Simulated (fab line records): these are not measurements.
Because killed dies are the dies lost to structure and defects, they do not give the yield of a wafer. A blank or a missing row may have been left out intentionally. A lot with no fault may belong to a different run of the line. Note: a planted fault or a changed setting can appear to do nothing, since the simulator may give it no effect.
Which tool is to blame?    flow gf180mcu    6 lots with 18 wafers sampled at 4 steps, on a route of 602 steps

WHAT THE GAUGES READ, wafer by wafer
GF_M5_CD_MEAS_07 targets a cd of 280 nm.
lot   measured      on         cd_nm (nm)
L985  day 26 18:11  cd_sem-01  280.3 279.3 278.8
L987  day 27 16:25  cd_sem-02  279.7 279.2 278.8
L995  day 29 19:29  cd_sem-01  276.6 276.3 276.1
L100  day 31 03:32  cd_sem-01  280.6 281.0 280.9
L104  day 32 02:43  cd_sem-01  280.9 279.8 280.5
L107  day 32 19:59  cd_sem-02  280.2 281.1 280.9

WHICH TOOL RAN EACH LOT (tool, then ch and the chambers of the sampled wafers, then the start)
lot   GF_V4_STRIP_18                        GF_MIM_SPUTTER_02             GF_M5_PEB_05
L985  plasma_asher-02 ch 0,1, day 24 22:49  pvd_sputter-01, day 25 00:11  litho_track-03 ch 0, day 26 17:50
L987  plasma_asher-03 ch 0, day 25 20:02    pvd_sputter-04, day 25 21:44  litho_track-01 ch 0, day 27 16:04
L995  plasma_asher-02 ch 0,1, day 28 03:25  pvd_sputter-04, day 28 04:47  litho_track-03 ch 0, day 29 19:08
L100  plasma_asher-03 ch 0,1, day 29 12:38  pvd_sputter-03, day 29 14:02  litho_track-04 ch 0, day 31 03:11
L104  plasma_asher-02 ch 0,1, day 30 13:49  pvd_sputter-01, day 30 15:10  litho_track-04 ch 0, day 32 02:22
L107  plasma_asher-01 ch 0,1, day 31 08:11  pvd_sputter-04, day 31 09:38  litho_track-04 ch 0, day 32 19:38
- GF_V4_STRIP_18: strips in O2/N2.
- GF_MIM_SPUTTER_02: material AlCu, target thk 450 nm, time 23.9 s.
- GF_M5_PEB_05: peb time 90 s.

THE ANSWER, worked out from the rows above alone
Rule: what is usual is taken from the lots themselves. The widest of any qualifying gaps counts: lots, ordered by their means at a reading, are off when they make up no more than a third of the lots, leave a main group of 4 or more, and stand apart from it by 3 or more times the standard deviation of that group's means. Not used: any main group whose means are identical at the precision the tables above print for the reading. A lot without any number at a reading at which 4 lots or more have one is off too. All remaining lots with rows at the step are treated as sound.
Off, at GF_M5_CD_MEAS_07 on cd_nm: L995. Main group: mean 280.1 nm, sd 0.66.
A tool fits if, at a process step before that reading, it ran every lot that is off, and no sound lot after the first of them. Those tools and the gauges at GF_M5_CD_MEAS_07 are tried in the same way. One candidate fits, namely litho_track-03 at GF_M5_PEB_05. A fault onset in the window from L985 (day 26 17:50, its last sound lot) to L995 (day 29 19:08, its first lot off) fits.

WHAT THE SIMULATOR PUT IN
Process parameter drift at GF_M5_PEB_05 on litho_track-03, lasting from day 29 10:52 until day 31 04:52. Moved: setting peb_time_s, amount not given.
Shown lots that were struck: L995. Same finding as the rule above.
